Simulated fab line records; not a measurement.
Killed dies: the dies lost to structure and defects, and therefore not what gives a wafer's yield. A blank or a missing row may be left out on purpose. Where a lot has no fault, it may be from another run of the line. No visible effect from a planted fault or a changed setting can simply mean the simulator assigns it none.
fab line records | flow gf180mcu
[record] lots = 7 | wafers = 21 | last-day = 34
route steps=602 shown V3@438
lots untouched by any fault: they come from a run of this same line in which no faults occurred
start-h: hours from the record's opening day to when the first of the lot's shown wafers began | wait-h: hours elapsed since this lot's preceding step | " repeats the value in the row above | L1.1+2: several wafers, shown together as one row | - either no value or no given start | * or withheld: withheld | < > ~ a bound
route shown NAME@n: names a module that has steps shown in the file, with the first one's number in the route | usual: average and standard deviation across the fault-free wafers | same: alike in all rows | chamber/n: place in a boat | sites: per-site readings | _std_site: their standard deviation | _edge_site: mean of outer sites minus mean of inner sites | radius-mm: how far each site lies from the wafer's centre | mask NAME#n: copy n | behind: the tool/chamber that last shaped the wafer | hold: cause of the lot's hold/its duration in hours/its outcome | device: the transistor (n, p or np) that didn't switch | end of line: the route-end tests of the same wafers | for a step that has no rows: nothing shown but its recipe | killed: at the first sort, the dies lost to defects and structure; wafer yield is something else | map: per-die view of a wafer (x killed, . not killed, _ where there is no die)
set.NAME: setting as actually run; set.NAME@STEP: the setting as run at that earlier step | model.NAME: the simulator's own value behind a step, which no gauge read
lots seen at some steps along the route; tables by step, rows by wafer
services: when a tool's chamber went out of use (start-h, in hours from the record's first day, below 0 if earlier), for how many hours, and the reason
[[steps]]
[step GF_V3_COAT_09]
[recipe] resist = KrF | spin-rpm = withheld | resist-thk-nm = 1000
[step GF_V3_SOFTBAKE_10]
[recipe] temp-c = 130 | time-s = 60 | resist = KrF
[step GF_V3_EXPOSE_11]
[recipe] mask-id = Via3 | target-cd-nm = 260 | na = 0.68 | source-shape = conventional | sigma-outer = 0.6 | dose-mj = 38
[step GF_V3_PEB_12]
[recipe] peb-temp-c = 135 | peb-time-s = 90 | resist = KrF
[step GF_V3_DEVELOP_13]
[recipe] develop-time-s = 60 | resist = KrF | dev-temp-c = 21
[step GF_V3_CD_MEAS_14]
[recipe] target-cd-nm = 260
[usual] cd-nm = 260.4/1.3
lot.wafer | tool      | chamber | start-h | wait-h | cd-nm
L888.2    | cd-sem-02 | -       | 599.23  | 0.1    | 258.0
L888.3    | "         | -       | "       | "      | 257.8
L888.4    | "         | -       | "       | "      | 259.2
L890.3    | cd-sem-01 | -       | 612.49  | 0.1    | 259.1
L890.4    | "         | -       | "       | "      | 260.0
L890.5    | "         | -       | "       | "      | 259.4
L891.1    | cd-sem-02 | -       | 623.52  | 0.1    | 263.1
L891.2    | "         | -       | "       | "      | 262.8
L891.6    | "         | -       | "       | "      | 264.1
L892.1    | cd-sem-02 | -       | 639.81  | 0.1    | 260.8
L892.2    | "         | -       | "       | "      | 261.7
L892.4    | "         | -       | "       | "      | 262.1
L893.1    | cd-sem-02 | -       | 644.21  | 0.1    | 261.4
L893.4    | "         | -       | "       | "      | 261.5
L893.6    | "         | -       | "       | "      | 260.1
L899.2    | cd-sem-02 | -       | 682.43  | 0.1    | 261.4
L899.3    | "         | -       | "       | "      | 261.0
L899.6    | "         | -       | "       | "      | 260.0
L900.4    | cd-sem-01 | -       | 683.63  | 0.2    | 259.4
L900.5    | "         | -       | "       | "      | 258.9
L900.6    | "         | -       | "       | "      | 259.7
[step GF_V3_OVL_MEAS_15]
[usual] V3_OVL = -3/4.4
lot.wafer | tool       | chamber | start-h | wait-h | V3_OVL[nm]
L888.2    | overlay-01 | -       | 599.34  | 0.1    | -4
L888.3    | "          | -       | "       | "      | -4
L888.4    | "          | -       | "       | "      | -2
L890.3    | overlay-02 | -       | 612.58  | 0.1    | -7
L890.4    | "          | -       | "       | "      | -11
L890.5    | "          | -       | "       | "      | -6
L891.1    | overlay-02 | -       | 623.64  | 0.1    | -11
L891.2    | "          | -       | "       | "      | -10
L891.6    | "          | -       | "       | "      | 1
L892.1    | overlay-02 | -       | 639.93  | 0.1    | 4
L892.2    | "          | -       | "       | "      | -1
L892.4    | "          | -       | "       | "      | 1
L893.1    | overlay-01 | -       | 644.33  | 0.1    | 1
L893.4    | "          | -       | "       | "      | -3
L893.6    | "          | -       | "       | "      | -1
L899.2    | overlay-02 | -       | 682.54  | 0.1    | 1
L899.3    | "          | -       | "       | "      | -4
L899.6    | "          | -       | "       | "      | -1
L900.4    | overlay-02 | -       | 683.71  | 0.1    | -6
L900.5    | "          | -       | "       | "      | 3
L900.6    | "          | -       | "       | "      | -1
[step GF_V3_ETCH_16]
[recipe] chemistry = N2/H2 | target-depth-a = withheld | overetch-a = withheld | time-s = withheld | target = BARC | ion-energy-ev = 200 | source-w = 500 | bias-w = 100 | pressure-mtorr = 30 | n2-flow-sccm = 100 | h2-flow-sccm = 200
[usual] bias-w = 99.9/0.31 | drypump-motor-current-A = 5.8/0.53 | oes-product-au = 0.854/0.0042 | throttle-valve-pct = 13.226/0.01
lot.wafer | tool        | chamber | start-h | wait-h | bias-w | drypump-motor-current-A | oes-product-au | throttle-valve-pct
L888.2    | rie-diel-02 | 0       | 599.37  | 0.0    | 100.7  | 5.8                     | 0.852          | 13.236
L888.3    | "           | 3       | "       | "      | 100.1  | 6.1                     | 0.853          | 13.231
L888.4    | "           | 2       | "       | "      | 100.4  | 5.0                     | 0.854          | 13.228
L890.3    | rie-diel-04 | 1       | 612.61  | 0.0    | 100.2  | 6.3                     | 0.854          | 13.219
L890.4    | "           | 3       | "       | "      | 100.2  | 5.4                     | 0.860          | 13.251
L890.5    | "           | 3       | "       | "      | 100.3  | 5.4                     | 0.856          | 13.243
L891.1    | rie-diel-04 | 1       | 623.68  | 0.0    | 99.6   | 6.3                     | 0.853          | 13.213
L891.2    | "           | 3       | "       | "      | 100.5  | 5.4                     | 0.855          | 13.244
L891.6    | "           | 0       | "       | "      | 99.9   | 5.6                     | 0.857          | 13.228
L892.1    | rie-diel-02 | 1       | 639.97  | 0.0    | 99.9   | 5.6                     | 0.858          | 13.218
L892.2    | "           | 2       | "       | "      | 100.1  | 5.0                     | 0.850          | 13.199
L892.4    | "           | 0       | "       | "      | 100.5  | 5.8                     | 0.855          | 13.207
L893.1    | rie-diel-01 | 1       | 644.37  | 0.0    | 99.6   | 5.1                     | 0.855          | 13.225
L893.4    | "           | 2       | "       | "      | 99.6   | 6.5                     | 0.854          | 13.232
L893.6    | "           | 1       | "       | "      | 99.9   | 5.1                     | 0.856          | 13.234
L899.2    | rie-diel-01 | 2       | 682.57  | 0.0    | 100.1  | 6.5                     | 0.851          | 13.227
L899.3    | "           | 3       | "       | "      | 99.9   | 6.4                     | 0.854          | 13.226
L899.6    | "           | 1       | "       | "      | 100.1  | 5.1                     | 0.852          | 13.233
L900.4    | rie-diel-02 | 2       | 683.73  | 0.0    | 100.1  | 5.0                     | 0.855          | 13.224
L900.5    | "           | 1       | "       | "      | 99.5   | 5.6                     | 0.860          | 13.230
L900.6    | "           | 2       | "       | "      | 99.9   | 5.0                     | 0.858          | 13.214
[step GF_V3_ETCH_17]
[recipe] chemistry = C4F8/O2/Ar | mask-material = KrF | target = SiO2 | stop-on = TiN | source-w = 1500 | bias-w = 1200 | pressure-mtorr = 40 | c4f8-flow-sccm = withheld | O2_flow_sccm = 6 | Ar_flow_sccm = 300 | time-s = withheld | target-depth-a = 6350
[usual] bias-w = 1200/3.6 | oes-product-au = 0.856/0.0048
lot.wafer | tool        | chamber | start-h | wait-h | bias-w | oes-product-au
L888.2    | rie-diel-02 | 0       | -       | -      | 1204   | 0.853
L888.3    | "           | 3       | "       | "      | 1204   | 0.855
L888.4    | "           | 2       | "       | "      | 1201   | 0.857
L890.3    | rie-diel-04 | 1       | -       | -      | 1195   | 0.861
L890.4    | "           | 3       | "       | "      | 1202   | 0.850
L890.5    | "           | 3       | "       | "      | 1199   | 0.849
L891.1    | rie-diel-04 | 1       | -       | -      | 1203   | 0.850
L891.2    | "           | 3       | "       | "      | 1202   | 0.850
L891.6    | "           | 0       | "       | "      | 1196   | 0.858
L892.1    | rie-diel-02 | 1       | -       | -      | 1196   | 0.855
L892.2    | "           | 2       | "       | "      | 1202   | 0.858
L892.4    | "           | 0       | "       | "      | 1199   | 0.856
L893.1    | rie-diel-01 | 1       | -       | -      | 1206   | 0.858
L893.4    | "           | 2       | "       | "      | 1198   | 0.864
L893.6    | "           | 1       | "       | "      | 1208   | 0.853
L899.2    | rie-diel-01 | 2       | -       | -      | 1201   | 0.852
L899.3    | "           | 3       | "       | "      | 1199   | 0.859
L899.6    | "           | 1       | "       | "      | 1198   | 0.857
L900.4    | rie-diel-02 | 2       | -       | -      | 1193   | 0.849
L900.5    | "           | 1       | "       | "      | 1201   | 0.858
L900.6    | "           | 2       | "       | "      | 1197   | 0.860
[step GF_V3_STRIP_18]
[recipe] chemistry = O2/N2 | power-w = 1400 | pressure-mtorr = 1500 | platen-temp-c = 250 | o2-flow-sccm = 3000 | n2-flow-sccm = 300 | overash-fraction = 0.5
[usual] drypump-motor-current-A = 5.5/0.39 | heater-power-w = 325/21 | oes-product-au = 0.593/0.0054
lot.wafer | tool            | chamber | start-h | wait-h | drypump-motor-current-A | heater-power-w | oes-product-au | rf-hours-counter-h
L888.2    | plasma-asher-03 | 0       | 599.50  | -      | 5.1                     | 348            | 0.589          | 93
L888.3    | "               | 0       | "       | "      | 5.1                     | 347            | 0.589          | -
L888.4    | "               | 1       | "       | "      | 5.7                     | 323            | 0.597          | -
L890.3    | plasma-asher-01 | 1       | 612.77  | -      | 6.1                     | 296            | 0.598          | -
L890.4    | "               | 0       | "       | "      | 5.2                     | 326            | 0.588          | -
L890.5    | "               | 0       | "       | "      | 5.2                     | 327            | 0.587          | -
L891.1    | plasma-asher-01 | 0       | 623.81  | -      | 5.2                     | 322            | 0.594          | 21
L891.2    | "               | 1       | "       | "      | 6.0                     | 303            | 0.592          | 21
L891.6    | "               | 1       | "       | "      | 6.1                     | 300            | 0.592          | -
L892.1    | plasma-asher-03 | 0       | 640.10  | -      | 5.1                     | 344            | 0.600          | 96
L892.2    | "               | 1       | "       | "      | 5.7                     | 334            | 0.603          | 96
L892.4    | "               | 0       | "       | "      | 5.1                     | 347            | 0.600          | -
L893.1    | plasma-asher-03 | 0       | 644.50  | -      | 5.1                     | 350            | 0.600          | 96
L893.4    | "               | 1       | "       | "      | 5.7                     | 332            | 0.584          | -
L893.6    | "               | 0       | "       | "      | 5.1                     | 357            | 0.581          | -
L899.2    | plasma-asher-02 | 0       | 682.70  | -      | 5.4                     | 285            | 0.583          | 62
L899.3    | "               | 1       | "       | "      | 4.9                     | 355            | 0.597          | -
L899.6    | "               | 1       | "       | "      | 4.9                     | 360            | 0.599          | -
L900.4    | plasma-asher-01 | 1       | 683.89  | -      | 6.1                     | 303            | 0.591          | -
L900.5    | "               | 0       | "       | "      | 5.2                     | 318            | 0.598          | -
L900.6    | "               | 1       | "       | "      | 6.1                     | 291            | 0.588          | -
[step GF_V3_STRIP_19]
[recipe] chemistry = post-etch-residue-remover | time-s = 1200 | temp-c = 72.5
[step GF_V3_CLEAN_20]
[recipe] chemistry = DIW | dry = n2-spin
[step GF_V3_SPUTTER_21]
[recipe] material = Ti | target-thk-nm = 15 | chamber-pressure-pa = 5 | power-w = 2500 | substrate-temp-c = 200 | time-s = 80.02
[usual] cathode-dc-power-W = 2500.0/0.45 | chamber-pressure-pa = 5.000/0.0097 | throttle-valve-pct = 30.5/1.1
lot.wafer | tool           | chamber | start-h | wait-h | cathode-dc-power-W | chamber-pressure-pa | throttle-valve-pct
L888.2    | pvd-sputter-03 | -       | 600.06  | 0.0    | 2500.5             | 5.003               | 32.9
L888.3    | "              | -       | "       | "      | 2499.5             | 4.990               | 30.0
L888.4    | "              | -       | "       | "      | 2500.4             | 5.002               | 30.5
L890.3    | pvd-sputter-03 | -       | 613.30  | 0.0    | -                  | -                   | -
L890.4    | "              | -       | "       | "      | -                  | -                   | -
L890.5    | "              | -       | "       | "      | -                  | -                   | -
L891.1    | pvd-sputter-02 | -       | 624.34  | 0.0    | -                  | -                   | -
L891.2    | "              | -       | "       | "      | -                  | -                   | -
L891.6    | "              | -       | "       | "      | -                  | -                   | -
L892.1    | pvd-sputter-03 | -       | 640.63  | 0.0    | -                  | -                   | -
L892.2    | "              | -       | "       | "      | -                  | -                   | -
L892.4    | "              | -       | "       | "      | -                  | -                   | -
L893.1    | pvd-sputter-02 | -       | 645.03  | 0.0    | 2500.6             | 4.994               | 31.0
L893.4    | "              | -       | "       | "      | 2499.9             | 4.988               | 31.0
L893.6    | "              | -       | "       | "      | 2499.0             | 4.996               | 29.0
L899.2    | pvd-sputter-03 | -       | 683.25  | 0.0    | 2499.6             | 4.986               | 30.3
L899.3    | "              | -       | "       | "      | 2500.7             | 4.991               | 32.9
L899.6    | "              | -       | "       | "      | 2500.8             | 4.989               | 30.3
L900.4    | pvd-sputter-03 | -       | 684.45  | 0.0    | 2499.9             | 4.996               | 30.4
L900.5    | "              | -       | "       | "      | 2500.2             | 5.011               | 32.7
L900.6    | "              | -       | "       | "      | 2499.5             | 4.991               | 30.5
[step GF_V3_SPUTTER_22]
[recipe] material = TiN | target-thk-nm = 10 | chamber-pressure-pa = 4.759 | power-w = 4000 | time-s = 40
[usual] cathode-dc-power-W = 4000.0/0.86 | chamber-pressure-pa = 4.759/0.0097 | throttle-valve-pct = 30.5/1.2
lot.wafer | tool           | chamber | start-h | wait-h | cathode-dc-power-W | chamber-pressure-pa | throttle-valve-pct
L888.2    | pvd-sputter-03 | -       | 600.12  | 0.0    | 4001.1             | 4.756               | 32.8
L888.3    | "              | -       | "       | "      | 3998.2             | 4.761               | 30.2
L888.4    | "              | -       | "       | "      | 4001.2             | 4.746               | 30.4
L890.3    | pvd-sputter-03 | -       | 613.36  | 0.0    | 3999.7             | 4.777               | 33.0
L890.4    | "              | -       | "       | "      | 4000.7             | 4.791               | 32.7
L890.5    | "              | -       | "       | "      | 3999.8             | 4.767               | 29.1
L891.1    | pvd-sputter-02 | -       | 624.40  | 0.0    | 3999.5             | 4.762               | 30.9
L891.2    | "              | -       | "       | "      | 4000.6             | 4.757               | 30.4
L891.6    | "              | -       | "       | "      | 4000.8             | 4.763               | 31.1
L892.1    | pvd-sputter-03 | -       | 640.69  | 0.0    | 4000.7             | 4.749               | 30.5
L892.2    | "              | -       | "       | "      | 4000.1             | 4.773               | 29.0
L892.4    | "              | -       | "       | "      | 3999.6             | 4.749               | 33.0
L893.1    | pvd-sputter-02 | -       | 645.09  | 0.0    | 3999.6             | 4.762               | 31.2
L893.4    | "              | -       | "       | "      | 4001.1             | 4.775               | 30.8
L893.6    | "              | -       | "       | "      | 3999.7             | 4.768               | 28.9
L899.2    | pvd-sputter-03 | -       | 683.31  | 0.0    | 3999.4             | 4.735               | 30.5
L899.3    | "              | -       | "       | "      | 4000.3             | 4.761               | 32.7
L899.6    | "              | -       | "       | "      | 3999.4             | 4.754               | 30.5
L900.4    | pvd-sputter-03 | -       | 684.51  | 0.0    | 3999.4             | 4.764               | 30.7
L900.5    | "              | -       | "       | "      | 3998.9             | 4.756               | 32.8
L900.6    | "              | -       | "       | "      | 3999.8             | 4.763               | 30.7
[[services]]
tool            | chamber | start-h | hours | kind
rie-diel-02     | 0       | 581.43  | -     | clean
rie-diel-02     | 0       | 581.43  | 11.0  | scheduled-down
rie-diel-02     | 0       | 581.43  | 11.0  | vent-cycle
rie-diel-01     | 1       | 594.67  | 5.9   | repair
rie-diel-04     | -       | 615.36  | 2.8   | pm
plasma-asher-03 | -       | 616.22  | 12.9  | repair
pvd-sputter-03  | -       | 632.72  | 5.4   | repair
rie-diel-04     | 0       | 682.11  | 18.3  | repair
[[key]]
[first-sign] step = GF_V3_SPUTTER_21 | reading = tool-record | direction = missing
effect none on later readings
met-at GF_V3_SPUTTER_21
struck-wafers L890.3,L890.4,L890.5,L891.1,L891.2,L891.6,L892.1,L892.2,L892.4
later-rows-left-out L890.3,L890.4,L890.5,L891.1,L891.2,L891.6,L892.1,L892.2,L892.4
sort-left-out L890.3,L890.4,L890.5,L891.1,L891.2,L891.6,L892.1,L892.2,L892.4
onset-between 600.06 613.30
[fault] kind = skipped-step-whole | tool = pvd-sputter-02,pvd-sputter-03 | chamber = - | onset-h = 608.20 | steps = GF_V3_SPUTTER_21 | scope = struck-lots-only
// sort-left-out: the simulated sort isn't trusted on such a fault, so these wafers' sort isn't shown, and their yield isn't known
// later-rows-left-out: the simulator's readings of these wafers behind a module that went badly wrong aren't trusted and aren't shown, but for the sort
